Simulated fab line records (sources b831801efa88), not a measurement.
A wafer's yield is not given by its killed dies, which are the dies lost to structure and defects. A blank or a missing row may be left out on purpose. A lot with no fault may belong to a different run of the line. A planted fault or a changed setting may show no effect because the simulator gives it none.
Which tool was responsible? + flow sky130 + 6 lots, 18 wafers sampled, at 3 steps of a route of 708

## WHAT EACH GAUGE READ, for each wafer
SKY_VT_ADJUST_HVTR_TW_MEAS_11.
| lot  | measured     | on           | VT_ADJUST_HVTR_TW |
|------|--------------|--------------|-------------------|
| L772 | day 10 17:03 | filmMetro-01 | 213.7 213.5 212.8 |
| L774 | day 11 08:40 | filmMetro-04 | 214.0 214.9 214.8 |
| L779 | day 12 17:48 | filmMetro-04 | 210.2 211.5 210.8 |
| L786 | day 14 21:29 | filmMetro-03 | 182.4 182.9 183.2 |
| L788 | day 15 20:14 | filmMetro-01 | 211.8 211.7 211.3 |
| L791 | day 16 08:32 | filmMetro-01 | 215.4 215.3 214.0 |

## WHICH TOOL RAN EACH LOT (tool, then ch and the chambers of the sampled wafers, then the start)
| lot  | SKY_DNWELL_STRIP_08                | SKY_VT_ADJUST_HVTR_IMPLANT_09   |
|------|------------------------------------|---------------------------------|
| L772 | plasmaAsher-04 ch 0,1, day 4 03:10 | implanter-04 ch 0, day 10 16:50 |
| L774 | plasmaAsher-04 ch 0,1, day 4 13:56 | implanter-02 ch 0, day 11 08:26 |
| L779 | plasmaAsher-01 ch 0,1, day 5 13:41 | implanter-04 ch 0, day 12 17:34 |
| L786 | plasmaAsher-04 ch 0,1, day 7 04:02 | implanter-04 ch 0, day 14 21:16 |
| L788 | plasmaAsher-03 ch 0,1, day 7 21:17 | implanter-01 ch 0, day 15 19:59 |
| L791 | plasmaAsher-01 ch 0,1, day 8 08:29 | implanter-01 ch 0, day 16 08:19 |
- SKY_DNWELL_STRIP_08: strips in O2/N2.
- SKY_VT_ADJUST_HVTR_IMPLANT_09

## THE ANSWER, worked out from the rows above alone
Rule: what is usual is taken from the lots themselves. The widest of any qualifying gaps counts: lots, ordered by their means at a reading, are off when they make up no more than a third of the lots, leave a main group of 4 or more, and stand apart from it by 3 or more times the standard deviation of that group's means. If all means in a main group match to the digits the tables above print for the reading, that group is not used. A lot without any number at a reading at which 4 lots or more have one is off too. Any other lot the step has rows for is counted as sound.
Off: L786, at SKY_VT_ADJUST_HVTR_TW_MEAS_11 (VT_ADJUST_HVTR_TW). The main group has a mean of 213.0 with a standard deviation of 1.6.
A tool fits if, at a process step before that reading, it ran every lot that is off, and no sound lot after the first of them. Gauges at SKY_VT_ADJUST_HVTR_TW_MEAS_11: tried the same way as those tools. Can't be told from this: 3 tools fit, plasmaAsher-04 at SKY_DNWELL_STRIP_08, implanter-04 at SKY_VT_ADJUST_HVTR_IMPLANT_09, filmMetro-03 at SKY_VT_ADJUST_HVTR_TW_MEAS_11.

## WHAT THE SIMULATOR HAD INSERTED
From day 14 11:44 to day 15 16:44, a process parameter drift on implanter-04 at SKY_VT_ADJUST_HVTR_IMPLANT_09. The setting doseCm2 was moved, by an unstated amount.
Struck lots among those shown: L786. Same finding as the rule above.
